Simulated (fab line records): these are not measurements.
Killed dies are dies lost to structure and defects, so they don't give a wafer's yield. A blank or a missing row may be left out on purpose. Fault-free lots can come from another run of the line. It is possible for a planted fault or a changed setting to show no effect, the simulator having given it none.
2 desks, one fault | flow sky130 | what lay behind the numbers comes last; until then each desk has only its own

== FOR THE TOOL OWNER'S DESK: cvd_w-02 ==
The tool's own readings at SKY_VIA4_CVD_18 (deposits W, target thk 505 nm, time 152.14 s): means of the sampled wafers that have a number, for each lot that ran on this tool. If a lot's mean is further than 4 standard deviations from the usual mean, the lot is out of limits and carries the mark OUT (the distance appears in the brackets).
Columns: A = heater_power_outer_w at SKY_VIA4_CVD_18, usual 565 W; B = heater_power_w at SKY_VIA4_CVD_18, usual 914 W; C = susceptor_temp_C at SKY_VIA4_CVD_18, usual 399.94 C
lot  | first seen here | A   | B   | C
L417 | day 42 22:16    | 556 | 883 | 400.05
L419 | day 43 08:47    | 516 | 851 | 400.16
L425 | day 45 03:32    | 429 | 701 | 367.65 (-99 or more) OUT
L426 | day 45 08:00    | 511 | 836 | 383.83 (-70) OUT
L427 | day 45 12:27    | 427 | 708 | 367.52 (-99 or more) OUT
L434 | day 48 04:46    | 591 | 949 | 399.79
L439 | day 48 10:57    | 564 | 896 | 399.97
Finding of this desk: L425, L426, L427 out of limits; the first was L425 at day 45 03:32, on susceptor_temp_C at SKY_VIA4_CVD_18. Within limits: L417, L419, L434, L439.

== METROLOGY DESK ==
What the gauges read for every lot (on any tool): the sampled wafers with a number, averaged. If a lot's mean is further than 4 standard deviations from the usual mean, the lot is out of limits and carries the mark OUT (the distance appears in the brackets).
Columns: A = VIA4_W_RS at SKY_VIA4_RS_MEAS_19, usual 0.2271 ohm/sq; B = VIA4_W_THK at SKY_VIA4_THK_MEAS_20, usual 499 nm; C = METAL5_ALCU_RS at SKY_METAL5_RS_MEAS_05, usual 0.027 ohm/sq
lot  | first seen here | A                | B             | C
L417 | day 42 22:25    | 0.2299           | 493           | 0.027
L419 | day 43 08:57    | 0.2265           | 498           | 0.027
L425 | day 45 03:40    | 0.4485 (+89) OUT | 307 (-27) OUT | 0.027
L426 | day 45 08:10    | 0.3392 (+45) OUT | 401 (-14) OUT | 0.027
L427 | day 45 12:36    | 0.4668 (+96) OUT | 294 (-29) OUT | 0.027
L434 | day 48 04:55    | 0.2262           | 504           | 0.027
L436 | day 48 09:07    | 0.2293           | 497           | 0.027
L439 | day 48 11:06    | 0.2284           | 491           | 0.027
L440 | day 48 13:08    | 0.2242           | 502           | 0.027
Finding of this desk: L425, L426, L427 out of limits, first seen on L425 at day 45 03:40 (VIA4_W_RS at SKY_VIA4_RS_MEAS_19). Within limits: L417, L419, L434, L436, L439, L440.

== PUT TOGETHER ==
The tool owner's desk had the chance to raise an alarm at day 45 03:32 on L425, L426, L427.
L425, L426, L427 would have let the metrology desk raise an alarm at day 45 03:40.
The lots listed all ran SKY_VIA4_CVD_18 on cvd_w-02.

== WHAT WAS PUT IN BY THE SIMULATOR ==
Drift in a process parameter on cvd_w-02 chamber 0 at SKY_VIA4_CVD_18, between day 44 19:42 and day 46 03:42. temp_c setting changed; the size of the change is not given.
Struck lots among those shown: L425, L426, L427.
Time in hours from fault onset to the first out-of-limits reading at each desk: tool owner's desk 8, metrology desk 8.
